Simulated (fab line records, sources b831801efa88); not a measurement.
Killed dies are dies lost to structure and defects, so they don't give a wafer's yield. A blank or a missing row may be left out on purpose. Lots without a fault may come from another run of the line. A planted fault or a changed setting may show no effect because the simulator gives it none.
Problem report in the 8D (eight disciplines) form, filled by code | flow gf180mcu | the parts of the form that need people (team, actions taken, sign-off) are left out

1. THE PROBLEM
tube_center_temp_C at GF_DUAL_GATE_OXIDATION_02 reads a mean of 896.03 C on 9 wafers of 3 lots; wafers without a fault read 900.01 C with a standard deviation of 0.086. That is -46 standard deviations from the usual mean.
The step: stabilise 600 s, purge 300 s, target thk 10.887 nm.
First seen on wafer L162.1, day 11 01:17, on furnace-02. The record holds 21 wafers of 7 lots with a number at this step. Rule for "out", or "out of limits": more than 4 standard deviations from the usual mean. The other wafers with a number count as sound.

2. WHAT IT IS AND WHAT IT IS NOT
question                    | is                                         | is not
which readings at this step | tube_center_temp_C, tube_center_temp_C_max | spike_tc_top_C
which lots                  | L162, L163, L165                           | L151, L152, L164, L172
which wafers of those lots  | all that have a number                     | -
read on which tools         | furnace-02                                 | furnace-01
when                        | from day 11 01:17                          | up to then (6 sound wafers); but 6 sound wafers of L164, L172 came after

3. SUSPECTS, AND WHAT RULES EACH OUT
Counting: a tool at a process step up to the reading stays a suspect if it ran every lot that is out and no sound lot after the first of them.
- rtp_anneal-01 at GF_VT_IMPLANT_RTA_45 (time 30 s): kept. It ran every lot that is out, first L162 (day 10 23:49), and no sound lot after that; its last sound lot up to then is L152 (day 8 02:56).
- furnace-02 at GF_DUAL_GATE_OXIDATION_02 (stabilise 600 s, purge 300 s, target thk 10.887 nm): kept. It ran every lot that is out, first L162 (day 11 01:17), and no sound lot after that; its last sound lot up to then is L152 (day 8 04:08). Its own readings are out on those wafers: tube_center_temp_C, tube_center_temp_C_max.
Left after counting: rtp_anneal-01 at GF_VT_IMPLANT_RTA_45, furnace-02 at GF_DUAL_GATE_OXIDATION_02.

4. THE CAUSE (what the simulator had put in)
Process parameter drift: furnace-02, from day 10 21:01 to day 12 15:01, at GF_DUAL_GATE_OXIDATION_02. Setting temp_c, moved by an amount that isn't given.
Counting left 2 suspects, and this tool is among them.

5. THE CHAIN OF EFFECTS, in route order
Each row: a reading whose mean over the struck wafers that have a number lies more than 3 standard deviations from the usual. Only readings for which the record gives a usual standard deviation are gone through. hours: the time from each lot's start at the first step in this table that gives one to its start at this step, as a median over the lots. sigmas: the change in usual standard deviations.
hours | step                      | reading                | usual    | on struck wafers | change | sigmas
0     | GF_DUAL_GATE_OXIDATION_02 | spike_tc_bottom_C      | 918.0 C  | 914.2            | -3.8   | -3.8
0     | GF_DUAL_GATE_OXIDATION_02 | spike_tc_centre_C      | 900.9 C  | 896.7            | -4.2   | -4.2
0     | GF_DUAL_GATE_OXIDATION_02 | tube_center_temp_C     | 900.01 C | 896.03           | -3.98  | -46
0     | GF_DUAL_GATE_OXIDATION_02 | tube_center_temp_C_max | 902.4    | 898.4            | -4.0   | -10
The process steps in it:
- GF_DUAL_GATE_OXIDATION_02: stabilise 600 s, purge 300 s, target thk 10.887 nm.
Later measuring or inspecting steps at which every struck wafer that the step has a row for has a number for every such reading, and none has moved that far: GF_DUAL_GATE_THK_MEAS_03, GF_DUAL_GATE_OVL_MEAS_11.

6. WHAT WOULD HAVE CAUGHT IT SOONER
In this record the first reading out of limits was taken at day 11 01:17, 4 hours after the fault began at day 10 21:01.
